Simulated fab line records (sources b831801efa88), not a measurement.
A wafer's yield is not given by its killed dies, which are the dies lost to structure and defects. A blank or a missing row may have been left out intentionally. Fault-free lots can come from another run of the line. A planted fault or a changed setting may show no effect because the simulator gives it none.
fab line records | flow gf180mcu
record: lots: 6 | wafers: 18 | lastDay: 34
route steps=602 shown M3@417 V3@429
lots that met no fault: from a run of the same line without faults
startH: hours from the record's opening day to when the first of the lot's shown wafers began | waitH: hours from the lot's prior step to this one | " identical to the entry in the row above | L1.1+2: a row that stands for several wafers | - either no value or no given start | * or withheld: withheld | < > ~ a bound
route shown NAME@n: NAME is a module with steps in the file, n the number in the route of the first one | usual: mean/standard deviation of fault-free wafers | same: alike in all rows | chamber/n: place in a boat | sites: the reading at each site | _std_site: standard deviation of those values | _edge_site: mean of outer sites minus mean of inner sites | radiusMm: how far each site lies from the wafer's centre | mask NAME#n: copy n | behind: the most recent tool/chamber to have shaped the wafer | hold: what put the lot on hold/how long, in hours/how the hold closed | device: transistor that didn't switch, given as n, p or np | end of line: tests of these same wafers at the route's end | a step given without rows: its recipe and nothing more | killed: the dies lost at the first sort to structure and to defects; this is not the yield of the wafer | map: shows each die of a wafer: x if killed, . if not, _ if none is there
set.NAME: setting as actually run; set.NAME@STEP: the setting as run at that earlier step | model.NAME: the simulator's own value behind a step, which no gauge read
lots seen at some steps along the route; tables by step, rows by wafer
services: a tool's chamber out of use, with start hour (startH, from the record's first day; less than 0 if before it), hours out, and reason
== steps ==
step: GF_M3_HMDS_08
recipe: primeTimeS: 60 | primeTempC: 120
step: GF_M3_COAT_09
recipe: resist: KrF | spinRpm: withheld | resistThkNm: 1000
step: GF_M3_SOFTBAKE_10
recipe: tempC: 130 | timeS: 60 | resist: KrF
step: GF_M3_EXPOSE_11
recipe: maskId: Metal3 | targetCdNm: 280 | na: 0.68 | sourceShape: conventional | sigmaOuter: 0.6 | doseMj: 28
step: GF_M3_PEB_12
recipe: pebTempC: 135 | pebTimeS: 90 | resist: KrF
step: GF_M3_DEVELOP_13
recipe: developTimeS: 60 | devTempC: 21
step: GF_M3_CD_MEAS_14
recipe: targetCdNm: 280
usual: cdNm: 279.9/0.8
lot.wafer | tool     | chamber | startH | waitH | cdNm
L823.1    | cdSem-01 | -       | 480.44 | 0.1   | 280.8
L823.3    | "        | -       | "      | "     | 280.7
L823.5    | "        | -       | "      | "     | 279.9
L825.1    | cdSem-01 | -       | 508.99 | 0.1   | 280.7
L825.2    | "        | -       | "      | "     | 280.8
L825.4    | "        | -       | "      | "     | 281.2
L840.3    | cdSem-01 | -       | 629.22 | 0.1   | 282.4
L840.4    | "        | -       | "      | "     | 280.5
L840.5    | "        | -       | "      | "     | 280.5
L842.2    | cdSem-02 | -       | 641.95 | 0.1   | 280.0
L842.4    | "        | -       | "      | "     | 279.7
L842.6    | "        | -       | "      | "     | 279.4
L843.2    | cdSem-01 | -       | 651.71 | 0.1   | 279.0
L843.3    | "        | -       | "      | "     | 278.3
L843.5    | "        | -       | "      | "     | 279.7
L845.2    | cdSem-02 | -       | 662.51 | 0.1   | 278.9
L845.3    | "        | -       | "      | "     | 279.5
L845.6    | "        | -       | "      | "     | 278.7
step: GF_M3_OVL_MEAS_15
usual: M3_OVL: -2/5.6
lot.wafer | tool       | chamber | startH | waitH | M3_OVL[nm]
L823.1    | overlay-01 | -       | 480.56 | 0.1   | -6
L823.3    | "          | -       | "      | "     | 2
L823.5    | "          | -       | "      | "     | -4
L825.1    | overlay-01 | -       | 509.11 | 0.1   | 5
L825.2    | "          | -       | "      | "     | -8
L825.4    | "          | -       | "      | "     | -1
L840.3    | overlay-01 | -       | 629.31 | 0.1   | -7
L840.4    | "          | -       | "      | "     | -5
L840.5    | "          | -       | "      | "     | -3
L842.2    | overlay-01 | -       | 642.05 | 0.1   | 4
L842.4    | "          | -       | "      | "     | 7
L842.6    | "          | -       | "      | "     | 6
L843.2    | overlay-01 | -       | 651.82 | 0.1   | -1
L843.3    | "          | -       | "      | "     | 3
L843.5    | "          | -       | "      | "     | 0
L845.2    | overlay-02 | -       | 662.62 | 0.1   | 0
L845.3    | "          | -       | "      | "     | -3
L845.6    | "          | -       | "      | "     | -2
step: GF_M3_METAL_ETCH_16
recipe: chemistry: Cl2/BCl3 | maskMaterial: KrF | targetDepthNm: 627.5 | stopOn: SiO2 | pressureMtorr: 8 | icpW: 800 | biasW: 140 | Cl2_flow_sccm: 80 | bcl3FlowSccm: 40 | timeS: 104.6
usual: drypumpMotorCurrentA: 5.63/0.28 | oesProductAu: 0.972/0.0068 | rfFwdPowerW: 796.3/2.5 | throttleValvePct: 28.251/0.01
lot.wafer | tool        | chamber | startH | waitH | drypumpMotorCurrentA | oesProductAu | rfFwdPowerW | rfHoursCounterH | throttleValvePct
L823.1    | rieMetal-03 | 1       | 480.59 | 0.0   | 5.72                 | 0.980        | 796.7       | 4               | 28.257
L823.3    | "           | 1       | "      | "     | 5.72                 | 0.978        | 797.7       | -               | 28.235
L823.5    | "           | 0       | "      | "     | 5.63                 | 0.977        | 798.3       | -               | 28.254
L825.1    | rieMetal-01 | 1       | 509.15 | 0.0   | 5.07                 | 0.969        | 795.8       | 2               | 28.249
L825.2    | "           | 0       | "      | "     | 6.02                 | 0.976        | 800.4       | 11              | 28.250
L825.4    | "           | 0       | "      | "     | 6.02                 | 0.978        | 794.6       | -               | 28.235
L840.3    | rieMetal-03 | 1       | 629.37 | 0.1   | 5.72                 | 0.981        | 795.4       | -               | 28.237
L840.4    | "           | 0       | "      | "     | 5.64                 | 0.973        | 797.6       | -               | 28.249
L840.5    | "           | 0       | "      | "     | 5.64                 | 0.970        | 800.1       | -               | 28.252
L842.2    | rieMetal-04 | 1       | 642.08 | 0.0   | 5.57                 | 0.976        | 792.7       | 4               | 28.247
L842.4    | "           | 0       | "      | "     | 5.80                 | 0.969        | 793.6       | -               | 28.265
L842.6    | "           | 0       | "      | "     | 5.78                 | 0.966        | 793.6       | -               | 28.264
L843.2    | rieMetal-01 | 0       | 651.85 | 0.0   | 6.03                 | 0.974        | 793.0       | 3               | 28.240
L843.3    | "           | 0       | "      | "     | 6.02                 | 0.967        | 788.4       | -               | 28.249
L843.5    | "           | 1       | "      | "     | 5.06                 | 0.977        | 794.5       | -               | 28.261
L845.2    | rieMetal-04 | 1       | 662.65 | 0.0   | 5.55                 | 0.969        | 796.6       | 5               | 28.249
L845.3    | "           | 0       | "      | "     | 5.76                 | 0.966        | 798.7       | -               | 28.257
L845.6    | "           | 1       | "      | "     | 5.54                 | 0.963        | 794.9       | -               | 28.279
step: GF_M3_STRIP_17
recipe: chemistry: O2/N2 | powerW: 1400 | pressureMtorr: 1500 | platenTempC: 250 | o2FlowSccm: 3000 | n2FlowSccm: 300 | overashFraction: 0.5
usual: drypumpMotorCurrentA: 5.9/0.4 | heaterPowerW: 325/21 | oesProductAu: 0.557/0.0049 | platenTempC: 250.02/0.18 | stripTimeToEndpointS: 7.87/0.043
lot.wafer | tool           | chamber | startH | waitH | drypumpMotorCurrentA | heaterPowerW | oesProductAu | platenTempC | rfHoursCounterH | stripTimeToEndpointS
L823.1    | plasmaAsher-02 | 0       | 480.70 | 0.1   | 5.9                  | 309          | 0.561        | 249.91      | 37              | 7.83
L823.3    | "              | 1       | "      | "     | 6.3                  | 352          | 0.561        | 250.17      | -               | 7.83
L823.5    | "              | 0       | "      | "     | 5.8                  | 307          | 0.562        | 249.84      | -               | 7.91
L825.1    | plasmaAsher-02 | 1       | 509.26 | 0.1   | 6.4                  | 350          | 0.559        | 250.35      | 40              | 7.84
L825.2    | "              | 0       | "      | "     | 5.8                  | 306          | 0.567        | 250.20      | 40              | 7.84
L825.4    | "              | 0       | "      | "     | 5.8                  | 315          | 0.553        | 249.96      | -               | 7.84
L840.3    | plasmaAsher-01 | 0       | 629.48 | 0.1   | 5.6                  | 351          | 0.557        | 249.87      | -               | 7.81
L840.4    | "              | 1       | "      | "     | 6.1                  | 296          | 0.559        | 250.06      | -               | 7.90
L840.5    | "              | 1       | "      | "     | 6.1                  | 309          | 0.547        | 250.40      | -               | 7.93
L842.2    | plasmaAsher-02 | 0       | 642.19 | 0.1   | 5.8                  | 309          | 0.555        | 250.10      | 54              | 7.81
L842.4    | "              | 0       | "      | "     | 5.8                  | 309          | 0.546        | 250.05      | -               | 7.84
L842.6    | "              | 1       | "      | "     | 6.4                  | 350          | 0.554        | 249.94      | -               | 7.89
L843.2    | plasmaAsher-02 | 1       | 651.96 | 0.1   | 6.4                  | 353          | 0.556        | 249.73      | 55              | 7.93
L843.3    | "              | 0       | "      | "     | 5.9                  | 308          | 0.560        | 250.03      | -               | 7.92
L843.5    | "              | 1       | "      | "     | 6.4                  | 344          | 0.547        | 249.91      | -               | 7.86
L845.2    | plasmaAsher-04 | 0       | 662.76 | 0.1   | 5.2                  | 312          | 0.556        | 249.79      | 106             | 7.86
L845.3    | "              | 0       | "      | "     | 5.2                  | 312          | 0.571        | 250.10      | -               | 7.93
L845.6    | "              | 1       | "      | "     | 5.2                  | 300          | 0.550        | 250.33      | -               | 7.86
step: GF_M3_STRIP_18
recipe: chemistry: postEtchResidueRemover | timeS: 1200 | tempC: 72.5
step: GF_M3_CLEAN_19
recipe: chemistry: DIW | dry: n2Spin
step: GF_V3_CVD_00
recipe: material: SiO2 | targetThkNm: 600 | sigmaOpenFrac: 0.3 | tempC: 400 | timeS: 100 | sih4FlowSccm: 60 | pressureMtorr: 6
usual: sih4FlowSccm: 60.00/0.19
lot.wafer | tool      | chamber | startH | waitH | sih4FlowSccm | model.SiO2_of_V3_CVD_00.thkNm
L823.1    | hdpcvd-01 | 0       | 481.24 | 0.0   | 59.94        | 597.8
L823.3    | "         | 1       | "      | "     | 59.98        | 608.7
L823.5    | "         | 2       | "      | "     | 59.94        | 602.2
L825.1    | hdpcvd-01 | 0       | 509.80 | 0.0   | 60.01        | 589.6
L825.2    | "         | 1       | "      | "     | 59.82        | 601.3
L825.4    | "         | 1       | "      | "     | 59.89        | 601.5
L840.3    | hdpcvd-01 | 2       | 629.99 | 0.0   | 50.89        | 520.3
L840.4    | "         | 1       | "      | "     | 50.75        | 521.7
L840.5    | "         | 2       | "      | "     | 51.10        | 523.2
L842.2    | hdpcvd-01 | 1       | 642.73 | 0.0   | 51.07        | 515.6
L842.4    | "         | 1       | "      | "     | 50.64        | 510.8
L842.6    | "         | 1       | "      | "     | 50.92        | 517.2
L843.2    | hdpcvd-02 | 2       | 652.50 | 0.0   | 59.99        | 605.1
L843.3    | "         | 1       | "      | "     | 59.99        | 599.2
L843.5    | "         | 2       | "      | "     | 60.37        | 604.6
L845.2    | hdpcvd-02 | 0       | 663.30 | 0.0   | 59.84        | 600.9
L845.3    | "         | 2       | "      | "     | 60.10        | 603.4
L845.6    | "         | 1       | "      | "     | 59.92        | 601.7
step: GF_V3_THK_MEAS_01
recipe: reads: SiO2_of_V3_CVD_00
usual: V3_CVD_00_THK: 601/6.2
lot.wafer | tool         | chamber | startH | waitH | V3_CVD_00_THK[nm]
L823.1    | filmMetro-04 | -       | 481.31 | 0.0   | 598
L823.3    | "            | -       | "      | "     | 609
L823.5    | "            | -       | "      | "     | 602
L825.1    | filmMetro-04 | -       | 509.87 | 0.0   | 590
L825.2    | "            | -       | "      | "     | 601
L825.4    | "            | -       | "      | "     | 602
L840.3    | filmMetro-04 | -       | 630.08 | 0.1   | 520
L840.4    | "            | -       | "      | "     | 521
L840.5    | "            | -       | "      | "     | 523
L842.2    | filmMetro-01 | -       | 642.84 | 0.1   | 516
L842.4    | "            | -       | "      | "     | 511
L842.6    | "            | -       | "      | "     | 517
L843.2    | filmMetro-01 | -       | 652.58 | 0.0   | 605
L843.3    | "            | -       | "      | "     | 599
L843.5    | "            | -       | "      | "     | 605
L845.2    | filmMetro-02 | -       | 663.38 | 0.0   | 601
L845.3    | "            | -       | "      | "     | 603
L845.6    | "            | -       | "      | "     | 601
step: GF_V3_CVD_02
recipe: material: SiO2 | targetThkNm: 850 | precursor: TEOS | tempC: 400 | timeS: 94.851 | rfW: 600
usual: heaterPowerW: 665/100 | rfFwdPowerW: 596.6/2.2
lot.wafer | tool     | chamber | startH | waitH | heaterPowerW | rfFwdPowerW | sinceWetCleanH
L823.1    | pecvd-03 | 1       | 481.37 | 0.1   | 651          | 595.5       | 99
L823.3    | "        | 2       | "      | "     | 593          | 601.8       | 99
L823.5    | "        | 0       | "      | "     | 563          | 593.9       | -
L825.1    | pecvd-01 | 0       | 509.93 | 0.1   | 637          | 594.8       | 544
L825.2    | "        | 2       | "      | "     | 588          | 598.1       | 544
L825.4    | "        | 2       | "      | "     | 614          | 598.3       | -
L840.3    | pecvd-01 | 1       | 630.12 | 0.0   | 733          | 597.6       | 664
L840.4    | "        | 2       | "      | "     | 520          | 598.6       | -
L840.5    | "        | 1       | "      | "     | 772          | 598.0       | -
L842.2    | pecvd-03 | 2       | 642.89 | 0.0   | 673          | 600.8       | 260
L842.4    | "        | 1       | "      | "     | 561          | 598.5       | -
L842.6    | "        | 0       | "      | "     | 603          | 593.3       | -
L843.2    | pecvd-04 | 2       | 652.66 | 0.1   | 519          | 598.7       | -
L843.3    | "        | 2       | "      | "     | 590          | 596.2       | -
L843.5    | "        | 2       | "      | "     | 663          | 600.8       | -
L845.2    | pecvd-03 | 1       | 663.43 | 0.0   | 699          | 596.7       | 281
L845.3    | "        | 0       | "      | "     | 539          | 598.3       | 281
L845.6    | "        | 1       | "      | "     | 734          | 595.4       | -
== services ==
tool           | chamber | startH | hours | kind
pecvd-03       | -       | 463.79 | 5.8   | repair
rieMetal-01    | -       | 465.67 | 0.6   | repair
pecvd-01       | -       | 499.63 | 4.7   | repair
plasmaAsher-04 | -       | 503.11 | 6.7   | repair
hdpcvd-02      | 2       | 504.93 | 4.2   | repair
pecvd-04       | 0       | 511.71 | 9.8   | repair
pecvd-01       | 0       | 514.78 | 25.1  | repair
plasmaAsher-04 | -       | 533.41 | 4.1   | repair
hdpcvd-01      | -       | 534.97 | 1.2   | repair
hdpcvd-01      | -       | 539.25 | 15.0  | pm
pecvd-04       | -       | 546.75 | 0.4   | repair
pecvd-01       | 1       | 548.36 | 4.9   | repair
hdpcvd-02      | 0       | 553.24 | 9.7   | repair
plasmaAsher-04 | -       | 558.12 | 0.8   | repair
pecvd-04       | -       | 591.12 | 14.0  | pm
pecvd-04       | -       | 591.20 | 3.4   | repair
rieMetal-04    | 0       | 613.29 | 1.2   | repair
hdpcvd-01      | -       | 615.42 | 5.5   | pm
pecvd-04       | -       | 618.10 | 1.3   | repair
rieMetal-03    | -       | 621.22 | 0.5   | repair
rieMetal-03    | 1       | 639.16 | 53.6  | repair
hdpcvd-01      | 2       | 641.66 | 5.0   | repair
rieMetal-01    | 1       | 653.40 | 9.8   | repair
pecvd-03       | 1       | 656.10 | 3.5   | repair
== key ==
firstSign: step: GF_V3_CVD_00 | reading: sih4FlowSccm | direction: down | sigmas: 47 | usual: 60.00 | struck: 50.89
effect: step: GF_V3_THK_MEAS_01 | reading: V3_CVD_00_THK | direction: down | sigmas: 13 | usual: 601 | struck: 518
modelEffect: step: GF_V3_CVD_00 | value: SiO2_of_V3_CVD_00.thkNm | without: 608.1 | struck: 518.1
metAt GF_V3_CVD_00
struckWafers L840.3,L840.4,L840.5,L842.2,L842.4,L842.6
onsetBetween 509.80 629.99
fault: kind: processParameterDrift | tool: hdpcvd-01 | chamber: - | onsetH: 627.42 | steps: GF_V3_CVD_00 | channel: sih4FlowSccm | offset: -9 | shape: step | endH: 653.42 | actsIn: theseRecipesOnly | stated: 60
